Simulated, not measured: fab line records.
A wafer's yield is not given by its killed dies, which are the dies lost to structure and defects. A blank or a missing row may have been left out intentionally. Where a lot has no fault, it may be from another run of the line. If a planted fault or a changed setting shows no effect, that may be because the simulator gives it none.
Struck lot and sound lot, side by side || flow sky130 || 15 out of 708 route steps
Sound: the wafers L199.1, L199.3, L199.5. The struck wafers were L207.2, L207.3, L207.5. Last of all comes the cause.
Per side, at each step with rows, come the tool, then ch with its chambers, and then its first start. Under that, the readings that differ: sound wafers || struck wafers || difference of the means || sigmas: that difference in standard deviations of wafers without a fault.
alike: readings whose means differ by less than 2 such deviations, and words and numbers that are the same on both sides. not compared: withheld readings, readings that some wafer has no value for, bounds like >300 that may hide the same value, and numbers for which the record gives no deviation and whose values overlap.
The two part at a step that has a row with sigmas, a row that says differs or no value, or rows on one side only. Numbers that have no deviation but don't overlap get no sigmas and don't part them. A reading missing from all wafers of one side parts the sides only when that side holds two or more wafers.

SKY_VIA3_ETCH_15: etches SiO2 in C4F8/O2/Ar, stops on TiN, target depth 507 nm, time 78 s.
  sound on rieDiel-04 ch 0,2, day 43 13:44; struck on rieDiel-01 ch 1,2,3, day 45 23:03
  alike: oesProductAu
  not compared: rfHoursCounterH
then, 4 steps without rows for these wafers: SKY_VIA3_STRIP_16 (strips in O2/N2); SKY_VIA3_STRIP_17 (strips in post etch residue remover, time 1200 s); SKY_VIA3_CLEAN_18 (cleans in IPA, time 180 s); SKY_VIA3_CLEAN_19 (cleans in O3/DIW).
SKY_VIA3_SPUTTER_20: material TiN, target thk 20 nm, time 80 s.
  struck on pvdSputter-01, day 45 23:44; sound on pvdSputter-01, day 43 14:23
  alike: chamberPressurePa, throttleValvePct
SKY_VIA3_CVD_21: deposits W, target thk 390 nm, time 117.31 s.
  sound on cvdW-01 ch 0,1, day 43 14:27; struck on cvdW-01 ch 0,1, day 45 23:48
  alike: heaterPowerW, susceptorTempC
SKY_VIA3_RS_MEAS_22: measures by four-point-probe.
  struck on filmMetro-01, day 45 23:56; sound on filmMetro-02, day 43 14:35
  alike: VIA3_W_RS
SKY_VIA3_THK_MEAS_23: measures by xrf.
  struck on filmMetro-01, day 46 00:03; sound on filmMetro-02, day 43 14:42
  alike: VIA3_W_THK
then, 1 step without rows for these wafers: SKY_VIA3_CMP_24 (polishes, stops on SiO2, t overpolish 20 s, target thk 0 nm).
SKY_METAL4_SPUTTER_00: material Ti, target thk 15 nm, time 10 s.
  struck on pvdSputter-02, day 46 00:24; sound on pvdSputter-02, day 43 15:04
  alike: chamberPressurePa, throttleValvePct
SKY_METAL4_SPUTTER_01: material TiN, target thk 20 nm, time 16.7 s.
  struck on pvdSputter-02, day 46 00:26; sound on pvdSputter-02, day 43 15:05
  alike: chamberPressurePa, throttleValvePct
SKY_METAL4_SPUTTER_02: material AlCu, target thk 735 nm, time 39.1 s.
  struck on pvdSputter-02, day 46 00:27; sound on pvdSputter-02, day 43 15:07
{"reading": "chamberPressurePa (Pa)", "sound": "0.4007 0.4006 0.4001", "struck": "0.4168 0.4187 0.4186", "difference": "+0.0176", "sigmas": "+21"}
  alike: throttleValvePct
then, 1 step without rows for these wafers: SKY_METAL4_SPUTTER_03 (material Ti, target thk 5 nm, time 3.3 s).
SKY_PAD_OPEN_PROBE_99:
  the record has rows for the sound wafers here (prober-02, day 49 01:38) and none for the struck ones

WHERE THEY PART
Earliest at SKY_METAL4_SPUTTER_02; latest, in this record, at SKY_PAD_OPEN_PROBE_99.

WHY: what had been put in by the simulator
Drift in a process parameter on pvdSputter-02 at SKY_METAL4_SPUTTER_02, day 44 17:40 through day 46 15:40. A move of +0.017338 in setting chamberPressurePa, from 0.4. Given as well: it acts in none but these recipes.
